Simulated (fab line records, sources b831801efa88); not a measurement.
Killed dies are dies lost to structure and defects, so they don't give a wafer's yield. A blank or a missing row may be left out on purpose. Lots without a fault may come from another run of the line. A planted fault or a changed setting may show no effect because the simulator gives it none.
A struck lot beside a sound one | flow sky130 | 37 steps out of a route of 708
Sound: wafers L615.2, L615.3, L615.4. Struck: wafers L629.3, L629.4, L629.5. The cause comes at the end.
At each step with rows: each side's tool, then ch and its chambers, then its first start. Under that, the readings that differ: sound wafers | struck wafers | difference of the means | sigmas: that difference in standard deviations of wafers without a fault.
alike: readings whose means differ by less than 2 such deviations, and words and numbers that are the same on both sides. not compared: withheld readings, readings that some wafer has no value for, bounds like >300 that may hide the same value, and numbers for which the record gives no deviation and whose values overlap.
The two part at a step that has a row with sigmas, a row that says differs or no value, or rows on one side only. Numbers that don't overlap but have no deviation are shown without sigmas and don't part them. A reading that every wafer of one side lacks parts them only if that side has two wafers or more.

first, 10 steps without rows for these wafers: SKY_LDD_LDN_SOFTBAKE_03 (time 60 s); SKY_LDD_LDN_EXPOSE_04 (exposes mask LDNTM, target cd 700 nm); SKY_LDD_LDN_PEB_05; SKY_LDD_LDN_DEVELOP_06 (develop time 60 s); SKY_LDD_LDN_IMPLANT_08; SKY_LDD_LDN_IMPLANT_09; SKY_LDD_LDN_IMPLANT_10; SKY_LDD_LDN_IMPLANT_11; SKY_LDD_LDN_STRIP_12 (strips in O2/N2); SKY_LDD_LDN_CLEAN_14 (cleans in SC1/SC2, time 150 s).
SKY_SPACER_CVD_00: deposits Si3N4 from DCS/NH3, target thk 43.1 nm, time 740 s.
  sound on lpcvd-02 ch 0, day 24 19:56; struck on lpcvd-02 ch 0, day 29 08:39
  reading                                  | sound             | struck            | difference | sigmas
  spike_tc_centre_C (C)                    | 770.4 771.3 771.1 | 783.3 783.6 784.1 | +12.7      | +14
  zone_power_centre_pct (%)                | 14.49 14.49 14.35 | 18.25 18.08 18.45 | +3.82      | +21
  zone_power_upper_pct (%)                 | 11.1 11.1 10.9    | 9.6 9.6 9.7       | -1.4       | -4
  model.Si3N4_of_SPACER_CVD_00.thk_nm (nm) | 42.22 42.86 42.57 | 47.96 47.9 47.58  | +5.26      |
SKY_SPACER_THK_MEAS_01:
  sound on film_metro-01, day 24 21:10; struck on film_metro-02, day 29 10:42
  reading                | sound          | struck         | difference | sigmas
  SPACER_CVD_00_THK (nm) | 42.2 42.8 42.6 | 47.9 47.9 47.6 | +5.3       | +12
  not compared: hold
SKY_SPACER_ETCHBACK_02: etches Si3N4 in CH3F/O2, stops on SiO2, time 46.7 s, target depth 45 nm.
  sound on rie_diel-02 ch 0,1,3, day 24 21:13; struck on rie_diel-02 ch 0,2, day 29 14:17
  reading                  | sound             | struck                                                                     | difference                   | sigmas
  hold                     | - - -             | await_dispo/3.5h/release await_dispo/3.5h/release await_dispo/3.5h/release | no value on the sound wafers |
  oes_product_au (a.u.)    | 0.842 0.851 0.845 | 0.912 0.900 0.898                                                          | +0.057                       | +9
  model.etch.depth_nm (nm) | 42.22 42.86 42.57 | 47.96 47.9 47.58                                                           | +5.26                        |
  alike: drypump_motor_current_A, throttle_valve_pct
  not compared: rf_hours_counter_h
then, 22 steps without rows for these wafers: SKY_POLY_CUT_DEHYDRATE_00 (time 60 s); SKY_POLY_CUT_HMDS_01 (prime time 60 s); SKY_POLY_CUT_COAT_02 (resist thk 60 nm); SKY_POLY_CUT_COAT_03 (resist thk 450 nm); SKY_POLY_CUT_SOFTBAKE_04 (time 90 s); SKY_POLY_CUT_EXPOSE_05 (exposes mask NPCM, target cd 270 nm); SKY_POLY_CUT_PEB_06; SKY_POLY_CUT_DEVELOP_07 (develop time 60 s); SKY_POLY_CUT_ETCH_10 (etches BARC in N2/H2, stops on SiO2, time 45.9 s, target depth 60 nm); SKY_POLY_CUT_ETCH_11 (etches Si3N4 in CF4/CH2F2/Ar, stops on poly-Si, time 42.5 s, target depth 60 nm); SKY_POLY_CUT_STRIP_12 (strips in O2/N2); SKY_SD_P_DEHYDRATE_00 (time 60 s); SKY_SD_P_HMDS_01 (prime time 60 s); SKY_SD_P_COAT_02 (resist thk 1140 nm); SKY_SD_P_SOFTBAKE_03 (time 60 s); SKY_SD_P_EXPOSE_04 (exposes mask PSDM, target cd 380 nm); SKY_SD_P_PEB_05; SKY_SD_P_DEVELOP_06 (develop time 60 s); SKY_SD_P_IMPLANT_09; SKY_SD_P_STRIP_10 (strips in O2/N2); SKY_RES_XHIGH_DEHYDRATE_00 (time 60 s); SKY_RES_XHIGH_HMDS_01 (prime time 60 s).
-- the record jumps here: 4 days lie between the struck wafers' starts before and after (it left off in module RES_XHIGH and takes up again in module SALICIDE, whose first step shown is number 361 of the route) --
SKY_SALICIDE_CLEAN_00: cleans in HF-last, time 30 s.
  sound on wet_bench-02 ch 0, day 29 17:31; struck on wet_bench-02 ch 0, day 34 00:17
  reading                                  | sound             | struck           | difference | sigmas
  model.Si3N4_of_SPACER_CVD_00.thk_nm (nm) | 41.23 41.87 41.58 | 46.98 46.91 46.6 | +5.27      |
-- the record jumps here: 16 days lie between the struck wafers' starts before and after (it left off in module SALICIDE and takes up again in module PAD_OPEN, whose first step shown is number 708 of the route) --
SKY_PAD_OPEN_PROBE_99:
  sound on prober-02, day 47 01:17; struck on prober-02, day 50 01:53
  reading                                 | sound           | struck            | difference | sigmas
  model.etest.sonos_uncharged.r_on_ohm_um | 800.5 807 801.8 | 841.4 851.3 828.3 | +37.2      |
  alike: killed_at_M0_to_M3, killed_at_M4_up, killed_at_contacts, killed_at_front_end, killed_at_other, killed_dies, killed_on_rim, killed_open, killed_short
  not compared: model.etest.pfet_01v8.r_on_ohm_um, model.etest.pfet_01v8.drive_ua_um, model.etest.sram_pfet_latch.drive_ua_um, model.etest.pfet_01v8_hvt.drive_ua_um, model.etest.pfet_01v8_hvt.off_log10_a_um

WHERE THEY PART
First at SKY_SPACER_CVD_00; last, within this record, at SKY_SPACER_ETCHBACK_02. Later steps at which nothing parts them and some readings are alike: SKY_PAD_OPEN_PROBE_99.

WHY: what the simulator had put in
Process parameter drift: lpcvd-02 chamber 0, from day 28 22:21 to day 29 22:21, at SKY_SPACER_CVD_00. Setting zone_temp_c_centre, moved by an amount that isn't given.
